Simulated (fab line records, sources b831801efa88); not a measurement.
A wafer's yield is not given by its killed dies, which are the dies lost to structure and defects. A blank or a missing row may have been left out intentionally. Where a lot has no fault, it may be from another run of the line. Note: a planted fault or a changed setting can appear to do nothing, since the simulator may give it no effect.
fab line records	flow sky130
record: lots: 12	wafers: 36	last_day: 51
route steps=708 shown METAL3@534 CAPM@550 VIA3@576 PAD_OPEN@708
lots that met no fault: taken from a fault-free run of the same line
start_h: hours from the record's opening day to when the first of the lot's shown wafers began	wait_h: hours elapsed since this lot's preceding step	" as in the row above	L1.1+2: a row that stands for several wafers	- value missing, or start not given	* or withheld: withheld	< > ~ a bound
route shown NAME@n: a module of which the file shows steps, and the number in the route of the first	usual: the fault-free wafers' mean and standard deviation	same: alike in all rows	chamber/n: place in a boat	sites: readings site by site	_std_site: the standard deviation of these	_edge_site: outer sites' mean less inner sites'	radius_mm: for every site, how far away it sits from the centre of the wafer	mask NAME#n: copy n	behind: the tool/chamber that last shaped the wafer	hold: why the lot went on hold/how many hours it stayed there/how the hold came to an end	device: names the non-switching transistor (n, p or np)	end of line: the same wafers' tests at the end of the route	step lacking rows: just its recipe	killed: dies lost to structure and defects at the first sort, not the wafer's yield	map: dies across one wafer; x = killed, . = not, _ = none there
set.NAME: the run value of the setting; set.NAME@STEP: its run value at that earlier step	model.NAME: the simulator's own value behind a step, which no gauge read
steps of the route over a sample of lots; a table a step, a row a wafer
services: when a tool's chamber went out of use (start_h, in hours from the record's first day, below 0 if earlier), for how many hours, and the reason
== steps ==
step: SKY_METAL3_SPUTTER_02
recipe: material: AlCu	target_thk_nm: 735	power_w: 10600	time_s: 39.1	chamber_pressure_pa: 0.4
usual: throttle_valve_pct: 30.3/0.98
lot.wafer	tool	chamber	start_h	wait_h	throttle_valve_pct
L737.2	pvd_sputter-04	-	841.79	0.0	29.2
L737.3	"	-	"	"	29.4
L737.6	"	-	"	"	30.7
L740.4	pvd_sputter-01	-	874.80	0.0	30.3
L740.5	"	-	"	"	29.5
L740.6	"	-	"	"	30.3
L741.3	pvd_sputter-04	-	903.95	0.0	29.7
L741.4	"	-	"	"	30.7
L741.6	"	-	"	"	30.8
L743.1	pvd_sputter-04	-	904.85	0.0	29.3
L743.4	"	-	"	"	29.3
L743.5	"	-	"	"	29.3
L747.1	pvd_sputter-03	-	932.33	0.0	30.9
L747.3	"	-	"	"	31.4
L747.5	"	-	"	"	31.2
L752.2	pvd_sputter-04	-	971.37	0.0	29.6
L752.5	"	-	"	"	30.7
L752.6	"	-	"	"	30.8
L753.2	pvd_sputter-03	-	977.35	0.0	32.9
L753.3	"	-	"	"	29.4
L753.4	"	-	"	"	31.1
L756.2	pvd_sputter-04	-	987.62	0.0	29.2
L756.3	"	-	"	"	31.0
L756.6	"	-	"	"	29.2
L757.1	pvd_sputter-04	-	994.98	0.0	31.0
L757.2	"	-	"	"	29.5
L757.3	"	-	"	"	29.5
L758.1	pvd_sputter-01	-	1000.86	0.0	29.5
L758.5	"	-	"	"	29.9
L758.6	"	-	"	"	29.6
L760.1	pvd_sputter-04	-	1024.63	0.0	31.1
L760.4	"	-	"	"	29.5
L760.5	"	-	"	"	31.0
L759.1	pvd_sputter-01	-	1050.34	0.0	30.2
L759.2	"	-	"	"	29.7
L759.6	"	-	"	"	29.8
step: SKY_CAPM_METAL_ETCH_13
recipe: target_depth_nm: 220	stop_on: SiO2	chemistry: Cl2/BCl3	target: TiN	pressure_mtorr: 10	icp_w: 900	bias_w: 48.5	Cl2_flow_sccm: 60	bcl3_flow_sccm: 30	time_s: 62.9
usual: bias_w: 48.50/0.15	drypump_motor_current_A: 5.7/0.36	oes_product_au: 0.941/0.0072	rf_fwd_power_W: 893/3.9	throttle_valve_pct: 21.901/0.011
lot.wafer	tool	chamber	start_h	wait_h	bias_w	drypump_motor_current_A	oes_product_au	rf_fwd_power_W	rf_hours_counter_h	throttle_valve_pct
L737.2	rie_metal-02	0	867.10	0.0	48.54	6.3	0.935	892	13	21.918
L737.3	"	1	"	"	48.72	5.7	0.935	895	-	21.906
L737.6	"	1	"	"	48.32	5.7	0.945	892	-	21.916
L740.4	rie_metal-01	0	901.33	0.0	48.65	6.0	0.924	899	-	21.906
L740.5	"	0	"	"	48.55	6.0	0.928	899	-	21.912
L740.6	"	1	"	"	48.74	5.5	0.935	889	-	21.915
L741.3	rie_metal-01	0	927.68	0.0	48.14	5.9	0.940	899	-	21.899
L741.4	"	1	"	"	48.53	5.5	0.943	889	-	21.899
L741.6	"	0	"	"	48.04	6.0	0.958	900	-	21.897
L743.1	rie_metal-02	0	929.57	0.0	48.46	6.3	0.944	891	16	21.900
L743.4	"	0	"	"	48.65	6.3	0.944	894	-	21.899
L743.5	"	0	"	"	48.71	6.3	0.949	893	-	21.888
L747.1	rie_metal-02	0	957.47	0.0	48.87	6.3	0.940	891	17	21.926
L747.3	"	1	"	"	48.40	5.7	0.932	891	-	21.892
L747.5	"	1	"	"	48.38	5.7	0.932	894	-	21.912
L752.2	rie_metal-01	1	995.07	0.0	48.74	5.5	0.947	886	9	21.896
L752.5	"	1	"	"	48.64	5.5	0.942	887	-	21.905
L752.6	"	0	"	"	48.51	6.0	0.938	898	-	21.907
L753.2	rie_metal-02	0	1000.90	0.0	48.41	6.3	0.931	885	20	21.907
L753.3	"	1	"	"	48.44	5.7	0.928	895	-	21.916
L753.4	"	0	"	"	48.36	6.3	0.927	893	-	21.904
L756.2	rie_metal-04	1	1010.20	0.0	48.46	5.4	0.937	894	14	21.918
L756.3	"	1	"	"	48.46	5.4	0.944	896	-	21.899
L756.6	"	1	"	"	48.31	5.4	0.943	896	-	21.906
L757.1	rie_metal-02	0	1018.35	0.0	48.49	6.3	0.948	892	20	21.895
L757.2	"	1	"	"	48.45	5.7	0.938	901	15	21.903
L757.3	"	0	"	"	48.50	6.3	0.940	889	-	21.914
L758.1	rie_metal-02	1	1024.07	0.0	48.71	5.7	0.937	898	15	21.894
L758.5	"	1	"	"	48.51	5.7	0.938	898	-	21.898
L758.6	"	0	"	"	48.61	6.3	0.940	894	-	21.895
L760.1	rie_metal-02	1	1047.65	0.0	48.51	5.7	0.943	895	17	21.888
L760.4	"	1	"	"	48.36	5.7	0.944	892	-	21.899
L760.5	"	1	"	"	48.64	5.7	0.938	890	-	21.892
L759.1	rie_metal-04	1	1071.40	0.0	48.30	5.4	0.951	897	17	21.906
L759.2	"	0	"	"	48.38	5.4	0.945	889	6	21.922
L759.6	"	1	"	"	48.42	5.4	0.945	899	-	21.905
step: SKY_METAL3_ETCH_17
recipe: target: SiO2	stop_on: TiN	chemistry: C4F8/O2/Ar	source_w: 1500	bias_w: 1200	pressure_mtorr: 40	c4f8_flow_sccm: withheld	O2_flow_sccm: 6	Ar_flow_sccm: 300	time_s: 3.9	target_depth_a: 150
usual: bias_w: 1200/4.4	oes_product_au: 0.755/0.0071	rf_fwd_power_W: 1466/7.5
lot.wafer	tool	chamber	start_h	wait_h	bias_w	oes_product_au	rf_fwd_power_W	rf_hours_counter_h
L737.2	rie_diel-04	0	893.40	0.1	1204	0.754	1466	9
L737.3	"	3	"	"	1202	0.762	1477	1
L737.6	"	2	"	"	1203	0.747	1454	-
L740.4	rie_diel-03	1	927.02	0.0	1196	0.751	1465	8
L740.5	"	2	"	"	1196	0.759	1468	-
L740.6	"	1	"	"	1198	0.749	1463	-
L741.3	rie_diel-04	1	952.22	0.0	1199	0.759	1466	13
L741.4	"	2	"	"	1195	0.765	1461	16
L741.6	"	1	"	"	1200	0.769	1469	-
L743.1	rie_diel-04	0	955.55	0.1	1194	0.741	1229	11
L743.4	"	2	"	"	1200	0.756	1219	16
L743.5	"	0	"	"	1194	0.747	1232	-
L747.1	rie_diel-04	2	982.57	0.1	1206	0.746	1212	17
L747.3	"	1	"	"	1205	0.748	1233	14
L747.5	"	2	"	"	1207	0.764	1209	-
L752.2	rie_diel-02	2	1019.33	0.1	1200	0.743	1455	15
L752.5	"	3	"	"	1202	0.755	1481	-
L752.6	"	0	"	"	1198	0.748	1461	-
L753.2	rie_diel-02	2	1025.28	0.1	1199	0.750	1455	15
L753.3	"	3	"	"	1202	0.745	1476	8
L753.4	"	0	"	"	1212	0.752	1459	16
L756.2	rie_diel-03	1	1034.58	0.1	1205	0.767	1460	11
L756.3	"	0	"	"	1200	0.753	1454	22
L756.6	"	1	"	"	1200	0.757	1463	-
L757.1	rie_diel-04	0	1041.25	0.2	1201	0.758	1474	14
L757.2	"	3	"	"	1196	0.752	1476	6
L757.3	"	1	"	"	1197	0.743	1466	16
L758.1	rie_diel-02	0	1047.72	0.1	1200	0.750	1460	16
L758.5	"	1	"	"	1192	0.762	1464	-
L758.6	"	2	"	"	1205	0.764	1466	-
L760.1	rie_diel-02	0	1069.37	0.1	1206	0.749	1452	17
L760.4	"	3	"	"	1203	0.746	1476	-
L760.5	"	0	"	"	1207	0.748	1463	-
L759.1	rie_diel-03	0	1092.62	0.1	1195	0.753	1461	24
L759.2	"	1	"	"	1209	0.759	1468	13
L759.6	"	0	"	"	1194	0.768	1457	-
step: SKY_VIA3_BOW_MEAS_03
recipe: mode: bow
usual: VIA3_BOW: 77/8
lot.wafer	tool	chamber	start_h	wait_h	VIA3_BOW[um]
L737.2	film_metro-02	-	894.91	0.4	73
L737.3	"	-	"	"	77
L737.6	"	-	"	"	84
L740.4	film_metro-02	-	928.76	0.2	94
L740.5	"	-	"	"	72
L740.6	"	-	"	"	68
L741.3	film_metro-04	-	954.10	0.3	79
L741.4	"	-	"	"	85
L741.6	"	-	"	"	93
L743.1	film_metro-01	-	957.06	0.2	76
L743.4	"	-	"	"	86
L743.5	"	-	"	"	72
L747.1	film_metro-01	-	983.89	0.1	85
L747.3	"	-	"	"	84
L747.5	"	-	"	"	82
L752.2	film_metro-04	-	1020.78	0.3	71
L752.5	"	-	"	"	68
L752.6	"	-	"	"	81
L753.2	film_metro-04	-	1026.70	0.3	89
L753.3	"	-	"	"	79
L753.4	"	-	"	"	86
L756.2	film_metro-01	-	1036.01	0.3	73
L756.3	"	-	"	"	75
L756.6	"	-	"	"	80
L757.1	film_metro-04	-	1042.61	0.2	62
L757.2	"	-	"	"	77
L757.3	"	-	"	"	80
L758.1	film_metro-04	-	1049.26	0.2	88
L758.5	"	-	"	"	79
L758.6	"	-	"	"	81
L760.1	film_metro-01	-	1070.90	0.1	71
L760.4	"	-	"	"	71
L760.5	"	-	"	"	92
L759.1	film_metro-02	-	1098.19	0.2	64
L759.2	"	-	"	"	80
L759.6	"	-	"	"	80
step: SKY_PAD_OPEN_PROBE_99
usual: defect_limited_yield: 82.1/1.8	killed_at_M0_to_M3: 45/6.9	killed_at_M4_up: 3.2/1.8	killed_at_contacts: 25/5.3	killed_at_front_end: 16/4.3	killed_at_other: 0.2/0.52	killed_dies: 88/8.7	killed_open: 48/6.5	killed_short: 40/6	sort_bin_3_pad_short: 0.9/0.4	sort_bin_5_function: 10.8/1.5	sort_bin_6_memory: 6.3/1	sort_n_pass: 404/8.7	sort_yield_pct: 82.1/1.8
same: gross_dies: 492	killed_at_back_side: 0	sort_bin_4_leakage[%]: 0	sort_bin_8_speed[%]: 0
lot.wafer	tool	chamber	start_h	wait_h	defect_limited_yield[%]	killed_at_M0_to_M3	killed_at_M4_up	killed_at_contacts	killed_at_front_end	killed_at_other	killed_dies	killed_open	killed_short	sort_bin_3_pad_short[%]	sort_bin_5_function[%]	sort_bin_6_memory[%]	sort_n_pass	sort_yield_pct[%]
L759.1	prober-01	-	1225.74	0.1	82.7	39	3	20	23	0	85	49	36	0.6	10.2	6.5	407	82.7
L759.2	prober-01	-	1225.79	0.1	80.3	50	0	30	17	0	97	60	37	0.4	13.4	5.9	395	80.3
L759.6	prober-01	-	1225.99	0.2	83.7	33	0	39	8	0	80	46	34	0.6	9.8	5.9	412	83.7
killed by level:class
L759.1 CONTACT:geometric_particle:open=12 FIELD_ISO:geometric_particle:short=9 VIA1:geometric_particle:open=9 VIA3:geometric_particle:open=7 VIA2:geometric_particle:open=5 FIELD_ISO:geometric_particle:open=4 METAL1:geometric_particle:short=4 LI_CONTACT:geometric_particle:open=4
L759.2 VIA1:geometric_particle:open=11 CONTACT:geometric_particle:open=10 LI_CONTACT:geometric_particle:open=9 VIA2:geometric_particle:open=7 METAL2:geometric_particle:short=7 FIELD_ISO:geometric_particle:open=6 VIA3:geometric_particle:open=6 FIELD_ISO:geometric_particle:short=4
L759.6 LI_CONTACT:geometric_particle:open=12 CONTACT:geometric_particle:open=9 CONTACT:geometric_particle:short=7 VIA1:geometric_particle:open=6 LOCAL_INTERCONNECT:geometric_particle:short=5 VIA1:geometric_particle:short=5 POLY_GATE:geometric_particle:open=4 LI_CONTACT:geometric_particle:short=4
== services ==
tool	chamber	start_h	hours	kind
rie_diel-02	2	836.68	4.6	repair
pvd_sputter-01	-	837.56	9.8	repair
rie_diel-03	1	851.73	1.2	repair
rie_diel-04	2	853.39	14.0	repair
rie_metal-01	0	857.80	6.0	repair
pvd_sputter-04	-	861.83	0.6	repair
rie_diel-02	0	865.13	4.1	repair
pvd_sputter-04	-	890.03	5.5	repair
rie_diel-03	-	896.30	2.8	pm
rie_diel-02	-	896.32	1.2	repair
rie_metal-02	-	904.70	0.1	repair
rie_diel-04	0	915.29	6.4	repair
pvd_sputter-04	-	916.67	18.9	repair
rie_diel-02	1	922.30	7.3	repair
rie_diel-02	1	945.83	2.0	repair
pvd_sputter-04	-	977.28	4.2	repair
pvd_sputter-04	-	983.30	3.3	repair
rie_diel-02	3	985.47	28.2	repair
rie_diel-03	3	1035.97	3.6	repair
rie_metal-02	-	1048.91	0.2	repair
rie_diel-02	2	1064.13	11.9	repair
rie_diel-04	0	1075.51	7.5	repair
pvd_sputter-04	-	1085.88	4.8	repair
rie_diel-02	0	1090.73	11.2	repair
== key ==
first_sign: step: SKY_METAL3_ETCH_17	reading: rf_fwd_power_W	direction: down	sigmas: 32	usual: 1466	struck: 1222
effect none on later readings
met_at SKY_METAL3_ETCH_17
struck_lots L743,L747
not_acting_at SKY_METAL3_SPUTTER_02,SKY_CAPM_METAL_ETCH_13,SKY_VIA3_BOW_MEAS_03
onset_between 952.22 955.55
fault: kind: process_parameter_drift	tool: rie_diel-04	chamber: -	onset_h: 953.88	steps: SKY_METAL3_ETCH_17	channel: source_w	offset: -240	shape: step	end_h: 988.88	acts_in: these_recipes_only	stated: 1500
